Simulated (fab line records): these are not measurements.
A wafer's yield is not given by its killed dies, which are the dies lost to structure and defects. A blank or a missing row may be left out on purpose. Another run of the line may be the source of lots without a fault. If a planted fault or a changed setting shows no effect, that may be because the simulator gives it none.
fab line records | flow sky130
record lots=11 wafers=33 lastDay=50
route steps=708 shown SD_N@350 LI_CONTACT@365 PAD_OPEN@708
lots with no fault: from the same line, run without faults
startH: the number of hours between the record's first day and the start of the first shown wafer of the lot | waitH: how many hours have passed since the lot's step before this one | " unchanged from the row above | L1.1+2: a row that stands for several wafers | - no value, or no start given | * or withheld: withheld | < > ~ a bound
route shown NAME@n: a module of which the file shows steps, and the number in the route of the first | usual: mean/standard deviation taken from wafers without a fault | same: alike in all rows | chamber/n: place in a boat | sites: the reading at each site | _std_site: how widely they spread, as a standard deviation | _edge_site: the outer-site mean with the inner-site mean subtracted | radiusMm: for every site, how far away it sits from the centre of the wafer | mask NAME#n: copy n | behind: the last tool/chamber to shape the wafer | hold: what put the lot on hold/how long, in hours/how the hold closed | device: the n, p or np transistor that did not switch | end of line: the same wafers' tests at the end of the route | a step with no rows: only its recipe | killed: count of dies lost to structure and defects at first sort (not the wafer's yield) | map: dies across one wafer; x = killed, . = not, _ = none there
set.NAME: the setting as run; set.NAME@STEP: as run at that earlier step | model.NAME: the simulator's own value behind a step, which no gauge read
steps of the route over a sample of lots; a table a step, a row a wafer
services: the hour from which a tool's chamber was out of use, counted from the record's first day as startH (under 0 if before that day), plus the number of hours and why
## steps
# step SKY_SD_N_OVL_MEAS_08
# usual SD_N_OVL=-0.7/1.3
# columns lot.wafer tool chamber startH waitH SD_N_OVL[nm]
L500.1 overlay-01 - 657.37 0.1 -0.9
L500.2 " - " " -0.7
L500.6 " - " " -1.2
L502.1 overlay-02 - 668.27 0.1 -1.1
L502.2 " - " " -1.6
L502.3 " - " " -2.1
L503.2 overlay-01 - 715.43 0.1 -1.5
L503.5 " - " " -2.5
L503.6 " - " " -2.1
L504.1 overlay-02 - 717.58 0.1 1.9
L504.3 " - " " 1.1
L504.4 " - " " 0.7
L507.1 overlay-01 - 728.88 0.1 -1.0
L507.3 " - " " -1.2
L507.6 " - " " -4.3
L510.1 overlay-01 - 743.27 0.1 -2.2
L510.2 " - " " -0.8
L510.6 " - " " -3.4
L516.3 overlay-01 - 803.79 0.1 -0.5
L516.4 " - " " 0.1
L516.5 " - " " 1.6
L514.1 overlay-02 - 804.82 0.1 0.9
L514.5 " - " " -0.5
L514.6 " - " " 1.4
L517.2 overlay-02 - 815.17 0.1 0.8
L517.3 " - " " 0.3
L517.4 " - " " 0.3
L518.1 overlay-02 - 821.28 0.1 0.8
L518.4 " - " " 1.4
L518.5 " - " " 0.7
L519.3 overlay-01 - 828.78 0.1 -0.8
L519.4 " - " " -0.5
L519.5 " - " " -1.4
# step SKY_LI_CONTACT_BOW_MEAS_03
# recipe mode=bow
# usual LI_CONTACT_BOW=56/6.2
# columns lot.wafer tool chamber startH waitH LI_CONTACT_BOW[um]
L500.1 filmMetro-02 - 658.93 0.1 64
L500.2 " - " " 57
L500.6 " - " " 57
L502.1 filmMetro-04 - 669.83 0.1 57
L502.2 " - " " 48
L502.3 " - " " 46
L503.2 filmMetro-04 - 717.01 0.1 44
L503.5 " - " " 62
L503.6 " - " " 64
L504.1 filmMetro-02 - 719.14 0.2 65
L504.3 " - " " 53
L504.4 " - " " 55
L507.1 filmMetro-03 - 730.49 0.1 46
L507.3 " - " " 60
L507.6 " - " " 53
L510.1 filmMetro-04 - 744.83 0.2 51
L510.2 " - " " 61
L510.6 " - " " 58
L516.3 filmMetro-03 - 805.39 0.1 57
L516.4 " - " " 51
L516.5 " - " " 48
L514.1 filmMetro-02 - 806.39 0.2 61
L514.5 " - " " 50
L514.6 " - " " 66
L517.2 filmMetro-02 - 816.75 0.1 57
L517.3 " - " " 53
L517.4 " - " " 55
L518.1 filmMetro-04 - 822.84 0.1 53
L518.4 " - " " 54
L518.5 " - " " 39
L519.3 filmMetro-03 - 830.37 0.1 55
L519.4 " - " " 54
L519.5 " - " " 53
# step SKY_LI_CONTACT_SOFTBAKE_08
# recipe tempC=100 timeS=91.21 resist=KrF-thick
# usual chillPlateTempC=23.01/0.099 plateSensorTCentreC=100.88/0.0099 plateSensorTEdgeC=100.95/0.011 resistLineTempC=22.98/0.11
# same timeS=91.21
# columns lot.wafer tool chamber startH waitH chillPlateTempC plateSensorTCentreC plateSensorTEdgeC resistLineTempC
L500.1 lithoTrack-04 0 - - 23.00 100.87 100.95 22.81
L500.2 " 0 " " 23.04 100.88 100.95 22.98
L500.6 " 0 " " 23.00 100.88 100.97 22.98
L502.1 lithoTrack-03 0 - - 23.09 100.87 100.96 22.78
L502.2 " 0 " " 22.96 100.88 100.98 22.98
L502.3 " 0 " " 23.11 100.88 100.95 23.14
L503.2 lithoTrack-02 0 - - 23.24 100.88 100.96 22.92
L503.5 " 0 " " 23.10 100.89 100.95 22.93
L503.6 " 0 " " 23.15 100.9 100.97 22.96
L504.1 lithoTrack-03 0 - - 22.92 100.88 100.93 22.80
L504.3 " 0 " " 22.97 100.89 100.96 22.86
L504.4 " 0 " " 22.91 100.89 100.94 22.96
L507.1 lithoTrack-03 0 - - 22.99 100.88 100.94 23.06
L507.3 " 0 " " 22.95 100.9 100.96 23.09
L507.6 " 0 " " 23.02 100.86 100.96 23.07
L510.1 lithoTrack-04 0 - - 22.80 100.87 100.97 23.06
L510.2 " 0 " " 23.14 100.89 100.94 22.89
L510.6 " 0 " " 23.10 100.89 100.97 22.91
L516.3 lithoTrack-03 0 - - 22.89 100.88 100.93 22.92
L516.4 " 0 " " 23.03 100.88 100.95 22.96
L516.5 " 0 " " 23.07 100.89 100.95 23.14
L514.1 lithoTrack-03 0 - - 23.09 100.89 100.96 23.08
L514.5 " 0 " " 23.03 100.88 100.95 22.92
L514.6 " 0 " " 22.94 100.87 100.96 22.99
L517.2 lithoTrack-04 0 - - 22.87 100.88 100.95 22.83
L517.3 " 0 " " 23.08 100.86 100.95 22.87
L517.4 " 0 " " 23.00 100.89 100.96 22.86
L518.1 lithoTrack-04 0 - - 22.98 100.87 100.96 23.02
L518.4 " 0 " " 23.05 100.88 100.95 22.96
L518.5 " 0 " " 23.17 100.88 100.95 23.01
L519.3 lithoTrack-02 0 - - 22.92 100.88 100.95 23.10
L519.4 " 0 " " 23.06 100.9 100.96 22.92
L519.5 " 0 " " 22.99 100.89 100.94 22.97
# step SKY_LI_CONTACT_ETCH_15
# recipe target=PSG chemistry=C4F8/O2/Ar stopOn=Si taperDeg=4.15 maskMaterial=KrF-thick sourceW=1500 biasW=1200 pressureMtorr=40 c4f8FlowSccm=withheld O2_flow_sccm=6 Ar_flow_sccm=300 timeS=withheld targetDepthA=6000
# usual oesProductAu=0.837/0.0045 rfFwdPowerW=1493/5.1
# columns lot.wafer tool chamber startH waitH oesProductAu rfFwdPowerW
L500.1 rieDiel-02 3 686.76 0.0 0.835 1495
L500.2 " 0 " " 0.837 1478
L500.6 " 0 " " 0.840 1481
L502.1 rieDiel-02 1 700.95 0.0 0.835 1502
L502.2 " 2 " " 0.833 1495
L502.3 " 3 " " 0.836 1491
L503.2 rieDiel-02 3 744.90 0.0 0.841 1490
L503.5 " 1 " " 0.838 1500
L503.6 " 2 " " 0.831 1495
L504.1 rieDiel-04 1 746.82 0.0 0.837 1503
L504.3 " 3 " " 0.853 1495
L504.4 " 1 " " 0.841 1508
L507.1 rieDiel-02 2 756.25 0.0 0.835 1258
L507.3 " 3 " " 0.833 1245
L507.6 " 3 " " 0.831 1252
L510.1 rieDiel-02 1 770.55 0.0 0.850 1250
L510.2 " 3 " " 0.840 1250
L510.6 " 3 " " 0.828 1249
L516.3 rieDiel-03 2 832.45 0.0 0.843 1500
L516.4 " 3 " " 0.835 1497
L516.5 " 3 " " 0.842 1494
L514.1 rieDiel-04 0 833.26 0.0 0.844 1499
L514.5 " 3 " " 0.840 1492
L514.6 " 2 " " 0.832 1492
L517.2 rieDiel-02 1 844.15 0.0 0.824 1489
L517.3 " 3 " " 0.835 1498
L517.4 " 3 " " 0.827 1496
L518.1 rieDiel-02 0 848.75 0.0 0.834 1492
L518.4 " 1 " " 0.837 1491
L518.5 " 3 " " 0.834 1493
L519.3 rieDiel-02 3 857.00 0.0 0.833 1490
L519.4 " 2 " " 0.838 1495
L519.5 " 0 " " 0.836 1491
# step SKY_LI_CONTACT_STRIP_16
# recipe chemistry=O2/N2 powerW=1400 pressureMtorr=1500 platenTempC=withheld o2FlowSccm=3000 n2FlowSccm=300 overashFraction=0.5
# usual drypumpMotorCurrentA=5.69/0.19 n2FlowSccm=300.0/0.89 oesProductAu=0.375/0.0048 stripTimeToEndpointS=3.506/0.026
# columns lot.wafer tool chamber startH waitH drypumpMotorCurrentA n2FlowSccm oesProductAu rfHoursCounterH stripTimeToEndpointS
L500.1 plasmaAsher-03 1 686.84 - 5.46 300.4 0.374 57 3.516
L500.2 " 0 " " 5.39 301.4 0.373 57 3.462
L500.6 " 0 " " 5.40 300.7 0.373 - 3.457
L502.1 plasmaAsher-01 0 701.03 - 5.50 299.4 0.369 89 3.499
L502.2 " 1 " " 5.87 298.9 0.373 89 3.460
L502.3 " 0 " " 5.49 299.8 0.373 - 3.522
L503.2 plasmaAsher-03 1 744.98 - 5.48 299.1 0.372 62 3.552
L503.5 " 0 " " 5.37 300.7 0.375 - 3.526
L503.6 " 1 " " 5.48 300.5 0.372 - 3.459
L504.1 plasmaAsher-03 1 746.91 - 5.49 300.4 0.381 63 3.476
L504.3 " 1 " " 5.48 300.3 0.373 - 3.511
L504.4 " 0 " " 5.39 298.6 0.379 - 3.460
L507.1 plasmaAsher-03 0 756.33 - 5.39 298.4 0.380 64 3.599
L507.3 " 1 " " 5.49 300.2 0.381 - 3.636
L507.6 " 1 " " 5.49 299.7 0.379 - 3.628
L510.1 plasmaAsher-01 1 770.63 - 5.84 299.6 0.380 96 3.634
L510.2 " 0 " " 5.49 300.8 0.382 96 3.641
L510.6 " 1 " " 5.88 299.4 0.382 - 3.655
L516.3 plasmaAsher-01 0 832.57 - 5.45 299.8 0.378 - 3.530
L516.4 " 1 " " 5.84 298.9 0.381 - 3.516
L516.5 " 0 " " 5.47 299.3 0.380 - 3.520
L514.1 plasmaAsher-03 1 833.34 - 5.47 301.3 0.373 71 3.488
L514.5 " 1 " " 5.48 300.1 0.373 - 3.523
L514.6 " 0 " " 5.39 299.9 0.373 - 3.538
L517.2 plasmaAsher-04 0 844.23 - 5.84 301.2 0.368 9 3.527
L517.3 " 0 " " 5.83 301.5 0.381 - 3.539
L517.4 " 1 " " 5.82 298.7 0.380 - 3.535
L518.1 plasmaAsher-01 1 848.83 - 5.91 299.9 0.368 104 3.456
L518.4 " 1 " " 5.91 300.7 0.376 - 3.511
L518.5 " 1 " " 5.91 301.4 0.376 - 3.514
L519.3 plasmaAsher-04 0 857.12 - 5.86 300.7 0.379 - 3.537
L519.4 " 1 " " 5.82 299.7 0.376 - 3.520
L519.5 " 1 " " 5.81 299.8 0.375 - 3.484
# step SKY_PAD_OPEN_PROBE_99
# usual killed_at_M0_to_M3=44/7.2 killed_at_M4_up=3.0/1.8 killedAtContacts=24/5.4 killedAtFrontEnd=14/4.4 killedAtOther=0.4/0.64 killedDies=86/9.4 killedOnRim=17/3.8 killedOpen=47/7.7 killedShort=39/5.8
# same grossDies=492 killedAtBackSide=0
# columns lot.wafer tool chamber startH waitH killed_at_M0_to_M3 killed_at_M4_up killedAtContacts killedAtFrontEnd killedAtOther killedDies killedOnRim killedOpen killedShort
L503.2 prober-01 - 1125.82 0.1 50 4 28 18 3 103 26 65 35
L503.5 prober-01 - 1125.97 0.2 45 2 30 22 1 100 24 56 43
L503.6 prober-01 - 1126.02 0.2 41 5 23 13 2 84 13 47 37
L504.1 prober-01 - 1129.11 0.1 46 4 27 12 0 89 11 54 35
L504.3 prober-01 - 1129.21 0.2 44 5 25 13 0 87 16 45 42
L504.4 prober-01 - 1129.26 0.2 77 3 19 15 0 114 22 66 48
L510.1 prober-01 - 1142.23 0.1 38 1 34 12 0 85 18 44 41
L510.2 prober-01 - 1142.28 0.1 42 4 20 14 1 81 17 43 38
L510.6 prober-01 - 1142.48 0.2 43 7 28 19 0 97 20 57 40
L519.3 prober-02 - 1201.43 0.2 32 2 23 12 0 69 10 34 35
L519.4 prober-02 - 1201.48 0.2 32 6 15 16 0 69 16 36 33
L519.5 prober-02 - 1201.53 0.2 37 3 22 25 0 87 22 43 43
# killed by level:class
L503.2 LI_CONTACT:geometricParticle:open=13 VIA1:geometricParticle:open=11 VIA3:geometricParticle:open=10 METAL2:geometricParticle:short=7 POLY_GATE:geometricParticle:open=6 CONTACT:geometricParticle:short=6 CONTACT:geometricParticle:open=6 VIA2:geometricParticle:open=5
L503.5 VIA1:geometricParticle:open=12 CONTACT:geometricParticle:open=11 CONTACT:geometricParticle:short=7 VIA2:geometricParticle:open=7 VIA3:geometricParticle:open=7 FIELD_ISO:geometricParticle:short=6 POLY_GATE:geometricParticle:short=6 LI_CONTACT:geometricParticle:open=6
L503.6 CONTACT:geometricParticle:open=11 LI_CONTACT:geometricParticle:open=8 VIA1:geometricParticle:open=7 VIA2:geometricParticle:open=7 METAL1:geometricParticle:short=6 VIA3:geometricParticle:open=6 METAL2:geometricParticle:short=5 VIA2:geometricParticle:short=5
L504.1 VIA3:geometricParticle:open=10 VIA1:geometricParticle:open=8 LI_CONTACT:geometricParticle:open=7 CONTACT:geometricParticle:open=6 METAL1:geometricParticle:short=6 VIA2:geometricParticle:open=5 LOCAL_INTERCONNECT:geometricParticle:open=4 LOCAL_INTERCONNECT:geometricParticle:short=4
L504.3 VIA1:geometricParticle:open=12 CONTACT:geometricParticle:open=7 METAL2:geometricParticle:short=7 LOCAL_INTERCONNECT:geometricParticle:short=5 CONTACT:geometricParticle:short=5 METAL1:geometricParticle:short=5 METAL4:geometricParticle:short=5 POLY_GATE:geometricParticle:open=4
L504.4 VIA1:geometricParticle:open=18 VIA3:geometricParticle:open=10 METAL2:geometricParticle:short=9 METAL1:geometricParticle:short=8 VIA2:geometricParticle:open=8 VIA1:geometricParticle:short=7 CONTACT:geometricParticle:open=6 METAL2:geometricParticle:open=5
L510.1 CONTACT:geometricParticle:open=11 METAL1:geometricParticle:short=8 VIA3:geometricParticle:open=8 LI_CONTACT:geometricParticle:open=7 LOCAL_INTERCONNECT:geometricParticle:short=7 CONTACT:geometricParticle:short=6 VIA1:geometricParticle:open=5 FIELD_ISO:geometricParticle:short=3
L510.2 VIA3:geometricParticle:open=8 CONTACT:geometricParticle:open=8 VIA1:geometricParticle:open=8 METAL1:geometricParticle:short=5 POLY_GATE:geometricParticle:short=5 LI_CONTACT:geometricParticle:open=5 VIA1:geometricParticle:short=5 METAL2:geometricParticle:short=4
L510.6 VIA2:geometricParticle:open=12 CONTACT:geometricParticle:open=10 VIA3:geometricParticle:open=9 VIA1:geometricParticle:open=8 FIELD_ISO:geometricParticle:short=6 POLY_GATE:geometricParticle:open=6 METAL1:geometricParticle:short=6 FIELD_ISO:geometricParticle:open=5
L519.3 LI_CONTACT:geometricParticle:open=9 FIELD_ISO:geometricParticle:short=7 CONTACT:geometricParticle:open=7 METAL1:geometricParticle:short=6 VIA2:geometricParticle:open=6 METAL2:geometricParticle:short=4 VIA3:geometricParticle:open=4 VIA1:geometricParticle:open=3
L519.4 METAL1:geometricParticle:short=7 LI_CONTACT:geometricParticle:open=6 VIA3:geometricParticle:open=6 VIA1:geometricParticle:short=5 VIA1:geometricParticle:open=5 POLY_GATE:geometricParticle:open=4 FIELD_ISO:geometricParticle:open=3 METAL2:geometricParticle:short=3
L519.5 VIA1:geometricParticle:open=8 FIELD_ISO:geometricParticle:short=6 POLY_GATE:geometricParticle:short=6 LI_CONTACT:geometricParticle:open=6 CONTACT:geometricParticle:open=6 POLY_GATE:geometricParticle:open=5 LOCAL_INTERCONNECT:geometricParticle:short=5 METAL1:geometricParticle:short=5
## services
# columns tool chamber startH hours kind
rieDiel-04 2 664.81 1.4 repair
plasmaAsher-03 - 668.13 0.4 repair
rieDiel-04 2 669.42 6.3 repair
rieDiel-03 1 671.64 10.9 repair
rieDiel-03 0 689.62 3.2 repair
rieDiel-04 3 694.70 6.7 repair
plasmaAsher-04 - 733.75 9.0 pm
plasmaAsher-04 0 733.75 9.0 ventCycle
plasmaAsher-04 1 733.75 9.0 ventCycle
rieDiel-02 2 738.51 5.7 repair
rieDiel-04 0 739.78 - clean
plasmaAsher-04 - 753.24 5.1 repair
plasmaAsher-03 - 761.43 2.8 pm
plasmaAsher-04 - 762.97 3.7 repair
rieDiel-04 - 769.88 1.2 repair
rieDiel-04 3 786.70 6.9 repair
rieDiel-03 0 789.38 15.6 repair
lithoTrack-03 - 813.96 - consumableReplace:filter
rieDiel-02 2 817.78 8.0 repair
rieDiel-02 2 838.18 - clean
rieDiel-02 2 838.18 15.8 scheduledDown
rieDiel-02 2 838.18 15.8 ventCycle
rieDiel-03 3 845.05 2.0 repair
plasmaAsher-04 - 847.49 0.5 repair
## key
firstSign step=SKY_LI_CONTACT_ETCH_15 reading=rfFwdPowerW direction=down sigmas=47 usual=1493 struck=1251
effect step=SKY_LI_CONTACT_STRIP_16 reading=stripTimeToEndpointS direction=up sigmas=4.8 usual=* struck=*
metAt SKY_LI_CONTACT_ETCH_15
struckLots L507,L510
testerLeftOut L507,L510
notActingAt SKY_SD_N_OVL_MEAS_08,SKY_LI_CONTACT_BOW_MEAS_03,SKY_LI_CONTACT_SOFTBAKE_08
onsetBetween 744.90 756.25
fault kind=processParameterDrift tool=rieDiel-02 chamber=- onsetH=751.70 steps=SKY_LI_CONTACT_ETCH_15 channel=sourceW offset=-240 shape=step endH=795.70 actsIn=theseRecipesOnly stated=1500
# testerLeftOut: of these lots the tester's yield and bins aren't shown, on N5 and GAA mostly nor the transistor test; their killed dies are dies lost to structure and defects alone, not to doping, threshold or leakage, so they don't give the yield
